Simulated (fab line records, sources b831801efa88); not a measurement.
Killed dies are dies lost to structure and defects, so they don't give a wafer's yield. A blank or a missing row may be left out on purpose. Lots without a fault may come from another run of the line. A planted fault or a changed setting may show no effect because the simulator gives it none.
fab line records | flow gf180mcu
record lots=14 wafers=42 last_day=34
route steps=602 shown POLY_GATE@158 HV_LDD@224 NSD@243
lots that met no fault: from a run of the same line without faults
start_h: hours from the record's first day to the start of the lot's first wafer shown | wait_h: hours since the lot's step before | " the same as in the row above | L1.1+2: a row that stands for several wafers | - no value, or no start given | * or withheld: withheld | < > ~ a bound
route shown NAME@n: a module of which the file shows steps, and the number in the route of the first | usual: mean/standard deviation of fault-free wafers | same: alike in all rows | chamber/n: place in a boat | sites: the reading at each site | _std_site: their standard deviation | _edge_site: outer sites' mean less inner sites' | radius_mm: how far each site lies from the wafer's centre | mask NAME#n: copy n | behind: the tool/chamber that last shaped the wafer | hold: why the lot was held/for how many hours/how that ended | device: the transistor (n, p or np) that didn't switch | end of line: the same wafers' tests at the end of the route | a step without rows: its recipe alone | killed: dies lost to structure and defects at the first sort, not the wafer's yield | map: a wafer's dies, x killed, . not, _ none there
set.NAME: the setting as run; set.NAME@STEP: as run at that earlier step | model.NAME: the simulator's own value behind a step, which no gauge read
steps of the route over a sample of lots; a table a step, a row a wafer
services: from which hour (start_h, from the record's first day; less than 0 if before it) a tool's chamber was out of use, for how many hours, and why
## steps
# step GF_POLY_GATE_THK_MEAS_01
# recipe reads=poly-Si_of_POLY_GATE_CVD_00
# usual POLY_GATE_CVD_00_THK=200.8/2.2
# columns lot.wafer tool chamber start_h wait_h POLY_GATE_CVD_00_THK[nm]
L597.1 film_metro-02 - 187.83 0.0 200.1
L597.5 " - " " 199.7
L597.6 " - " " 202.1
L600.1 film_metro-03 - 205.28 0.0 202.8
L600.2 " - " " 202.9
L600.3 " - " " 204.3
L602.1 film_metro-01 - 222.14 0.0 202.1
L602.5 " - " " 203.8
L602.6 " - " " 204.0
L605.1 film_metro-01 - 239.47 0.0 202.2
L605.5 " - " " 202.1
L605.6 " - " " 202.2
L607.1 film_metro-01 - 255.13 0.0 200.1
L607.4 " - " " 201.1
L607.6 " - " " 201.4
L609.4 film_metro-03 - 272.42 0.0 197.9
L609.5 " - " " 198.4
L609.6 " - " " 197.7
L610.2 film_metro-02 - 275.97 0.0 204.4
L610.5 " - " " 202.8
L610.6 " - " " 201.8
L611.1 film_metro-01 - 286.80 0.0 195.4
L611.3 " - " " 197.4
L611.5 " - " " 197.6
L613.2 film_metro-01 - 301.62 0.0 199.7
L613.3 " - " " 200.6
L613.6 " - " " 199.5
L614.3 film_metro-02 - 305.34 0.0 204.4
L614.5 " - " " 202.7
L614.6 " - " " 202.9
L615.1 film_metro-02 - 314.56 0.0 200.9
L615.2 " - " " 200.5
L615.6 " - " " 200.5
L616.2 film_metro-03 - 319.90 0.0 197.6
L616.4 " - " " 197.0
L616.6 " - " " 197.6
L617.1 film_metro-03 - 326.29 0.0 200.8
L617.3 " - " " 199.0
L617.5 " - " " 199.2
L618.2 film_metro-02 - 330.66 0.0 198.6
L618.4 " - " " 198.5
L618.5 " - " " 198.9
# step GF_POLY_GATE_CD_MEAS_18
# usual cd_nm=280.1/1.8
# columns lot.wafer tool chamber start_h wait_h cd_nm
L597.1 cd_sem-01 - 206.49 0.1 279.9
L597.5 " - " " 278.3
L597.6 " - " " 277.2
L600.1 cd_sem-01 - 224.64 0.1 279.6
L600.2 " - " " 281.9
L600.3 " - " " 277.6
L602.1 cd_sem-01 - 242.50 0.1 282.5
L602.5 " - " " 282.1
L602.6 " - " " 281.0
L605.1 cd_sem-01 - 261.51 0.1 281.2
L605.5 " - " " 281.0
L605.6 " - " " 278.6
L607.1 cd_sem-01 - 275.94 0.1 281.8
L607.4 " - " " 281.2
L607.6 " - " " 278.4
L609.4 cd_sem-01 - 294.37 0.1 280.2
L609.5 " - " " 277.5
L609.6 " - " " 281.9
L610.2 cd_sem-02 - 298.07 0.1 280.2
L610.5 " - " " 280.0
L610.6 " - " " 280.0
L611.1 cd_sem-02 - 308.44 0.1 279.3
L611.3 " - " " 280.3
L611.5 " - " " 279.3
L613.2 cd_sem-01 - 323.59 0.1 282.0
L613.3 " - " " 281.8
L613.6 " - " " 280.1
L614.3 cd_sem-02 - 327.88 0.1 280.4
L614.5 " - " " 281.0
L614.6 " - " " 281.6
L615.1 cd_sem-01 - 337.82 0.1 278.0
L615.2 " - " " 280.6
L615.6 " - " " 279.1
L616.2 cd_sem-02 - 344.24 0.1 279.9
L616.4 " - " " 280.2
L616.6 " - " " 277.2
L617.1 cd_sem-02 - 349.37 0.1 279.6
L617.3 " - " " 279.4
L617.5 " - " " 282.3
L618.2 cd_sem-01 - 353.54 0.1 280.2
L618.4 " - " " 279.9
L618.5 " - " " 283.7
# step GF_HV_LDD_IMPLANT_48
# recipe species=B energy_kev=25 dose_cm2=3e+13 tilt_deg=7
# usual beam_on_s=9.99/0.17 tilt_deg=7.001/0.019
# same implant_ion_amu=11
# columns lot.wafer tool chamber start_h wait_h beam_on_s tilt_deg
L597.1 implanter-02 0 282.06 0.0 10.18 6.996
L597.5 " 0 " " 10.16 7.015
L597.6 " 0 " " 9.81 6.992
L600.1 implanter-02 0 301.90 0.0 9.98 6.990
L600.2 " 0 " " 10.01 6.988
L600.3 " 0 " " 9.95 6.993
L602.1 implanter-03 0 322.30 0.0 10.28 6.990
L602.5 " 0 " " 10.02 6.964
L602.6 " 0 " " 9.99 6.990
L605.1 implanter-02 0 343.77 0.0 9.87 7.011
L605.5 " 0 " " 9.93 7.005
L605.6 " 0 " " 9.87 7.021
L607.1 implanter-03 0 360.77 0.0 10.14 6.983
L607.4 " 0 " " 9.79 6.992
L607.6 " 0 " " 10.09 6.986
L609.4 implanter-03 0 381.13 0.1 9.86 -0.027
L609.5 " 0 " " 10.08 -0.011
L609.6 " 0 " " 9.68 0
L610.2 implanter-03 0 386.02 0.0 9.99 0.005
L610.5 " 0 " " 9.89 0.001
L610.6 " 0 " " 10.00 0.004
L611.1 implanter-03 0 397.02 0.0 9.99 -0.007
L611.3 " 0 " " 10.20 -0.026
L611.5 " 0 " " 9.92 0.014
L613.2 implanter-02 0 415.05 0.0 9.87 7.019
L613.3 " 0 " " 10.17 7.013
L613.6 " 0 " " 10.09 7.014
L614.3 implanter-02 0 419.86 0.1 10.26 6.975
L614.5 " 0 " " 9.73 7.004
L614.6 " 0 " " 10.40 6.969
L615.1 implanter-02 0 429.96 0.0 10.20 7.012
L615.2 " 0 " " 10.23 6.996
L615.6 " 0 " " 10.06 7.020
L616.2 implanter-02 0 436.32 0.0 10.05 7.019
L616.4 " 0 " " 10.04 7.041
L616.6 " 0 " " 10.06 7.006
L617.1 implanter-04 0 442.90 0.0 10.06 7.005
L617.3 " 0 " " 10.03 6.991
L617.5 " 0 " " 9.95 7.005
L618.2 implanter-04 0 446.82 0.0 9.67 7.021
L618.4 " 0 " " 10.25 7.017
L618.5 " 0 " " 9.69 7.011
# step GF_HV_LDD_TW_MEAS_50
# usual HV_LDD_4_TW=569.8/2.6
# columns lot.wafer tool chamber start_h wait_h HV_LDD_4_TW
L597.1 film_metro-01 - 282.31 0.1 568.4
L597.5 " - " " 567.7
L597.6 " - " " 569.7
L600.1 film_metro-02 - 302.15 0.1 570.6
L600.2 " - " " 569.1
L600.3 " - " " 572.9
L602.1 film_metro-02 - 322.55 0.1 576.8
L602.5 " - " " 573.5
L602.6 " - " " 574.2
L605.1 film_metro-04 - 344.02 0.1 571.6
L605.5 " - " " 565.3
L605.6 " - " " 573.7
L607.1 film_metro-01 - 361.02 0.1 569.3
L607.4 " - " " 571.4
L607.6 " - " " 569.3
L609.4 film_metro-01 - 381.34 0.1 508.5
L609.5 " - " " 508.6
L609.6 " - " " 507.9
L610.2 film_metro-02 - 386.26 0.1 511.8
L610.5 " - " " 507.4
L610.6 " - " " 507.2
L611.1 film_metro-04 - 397.27 0.1 512.3
L611.3 " - " " 510.5
L611.5 " - " " 511.7
L613.2 film_metro-02 - 415.28 0.1 570.8
L613.3 " - " " 569.6
L613.6 " - " " 569.1
L614.3 film_metro-01 - 420.08 0.1 566.2
L614.5 " - " " 567.5
L614.6 " - " " 568.5
L615.1 film_metro-01 - 430.21 0.1 566.7
L615.2 " - " " 569.2
L615.6 " - " " 567.6
L616.2 film_metro-02 - 436.56 0.1 572.1
L616.4 " - " " 571.1
L616.6 " - " " 570.9
L617.1 film_metro-01 - 443.15 0.1 566.6
L617.3 " - " " 568.9
L617.5 " - " " 567.8
L618.2 film_metro-01 - 447.06 0.1 566.7
L618.4 " - " " 568.6
L618.5 " - " " 569.8
# step GF_NSD_OVL_MEAS_08
# usual NSD_OVL=0.3/1.5
# columns lot.wafer tool chamber start_h wait_h NSD_OVL[nm]
L597.1 overlay-02 - 305.19 0.1 3.2
L597.5 " - " " 0.3
L597.6 " - " " 1.4
L600.1 overlay-02 - 326.67 0.1 -0.8
L600.2 " - " " -0.9
L600.3 " - " " 1.5
L602.1 overlay-01 - 346.83 0.1 1.7
L602.5 " - " " 0.4
L602.6 " - " " -0.4
L605.1 overlay-01 - 369.24 0.1 1.9
L605.5 " - " " 2.3
L605.6 " - " " 2.0
L607.1 overlay-02 - 386.66 0.1 -2.0
L607.4 " - " " -1.5
L607.6 " - " " 0.6
L609.4 overlay-02 - 407.50 0.1 -0.1
L609.5 " - " " 0.0
L609.6 " - " " 0.6
L610.2 overlay-02 - 411.78 0.1 -0.7
L610.5 " - " " 0.3
L610.6 " - " " 0.7
L611.1 overlay-02 - 423.78 0.1 -1.4
L611.3 " - " " -1.3
L611.5 " - " " -1.2
L613.2 overlay-02 - 442.13 0.1 1.0
L613.3 " - " " 1.4
L613.6 " - " " -0.2
L614.3 overlay-01 - 446.63 0.1 1.3
L614.5 " - " " 1.4
L614.6 " - " " -0.3
L615.1 overlay-02 - 457.47 0.1 -1.6
L615.2 " - " " -1.8
L615.6 " - " " -1.1
L616.2 overlay-02 - 464.54 0.1 -0.1
L616.4 " - " " 0.7
L616.6 " - " " -0.8
L617.1 overlay-02 - 470.53 0.1 0.5
L617.3 " - " " 0.7
L617.5 " - " " 0.3
L618.2 overlay-01 - 474.42 0.1 1.2
L618.4 " - " " 0.7
L618.5 " - " " 0.5
## services
# columns tool chamber start_h hours kind
implanter-02 - 348.55 6.2 pm
implanter-02 - 357.72 3.9 repair
implanter-02 - 360.27 0.6 repair
implanter-04 - 365.09 3.8 repair
implanter-04 - 372.37 5.0 pm
implanter-04 - 418.98 19.4 repair
## key
first_sign step=GF_HV_LDD_IMPLANT_48 reading=tilt_deg direction=down sigmas=99+ usual=7.001 struck=-0.005
effect step=GF_HV_LDD_TW_MEAS_50 reading=HV_LDD_4_TW direction=down sigmas=23 usual=569.8 struck=509.5
met_at GF_HV_LDD_IMPLANT_48
struck_lots L609,L610,L611
tester_left_out L609,L610,L611
not_acting_at GF_POLY_GATE_THK_MEAS_01,GF_POLY_GATE_CD_MEAS_18,GF_NSD_OVL_MEAS_08
onset_between 360.77 381.13
fault kind=process_parameter_drift tool=implanter-03 chamber=- onset_h=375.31 steps=GF_HV_LDD_IMPLANT_48 channel=tilt_deg offset=-7 shape=step end_h=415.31 acts_in=these_recipes_only stated=7
# tester_left_out: of these lots the tester's yield and bins aren't shown, on N5 and GAA mostly nor the transistor test; their killed dies are dies lost to structure and defects alone, not to doping, threshold or leakage, so they don't give the yield
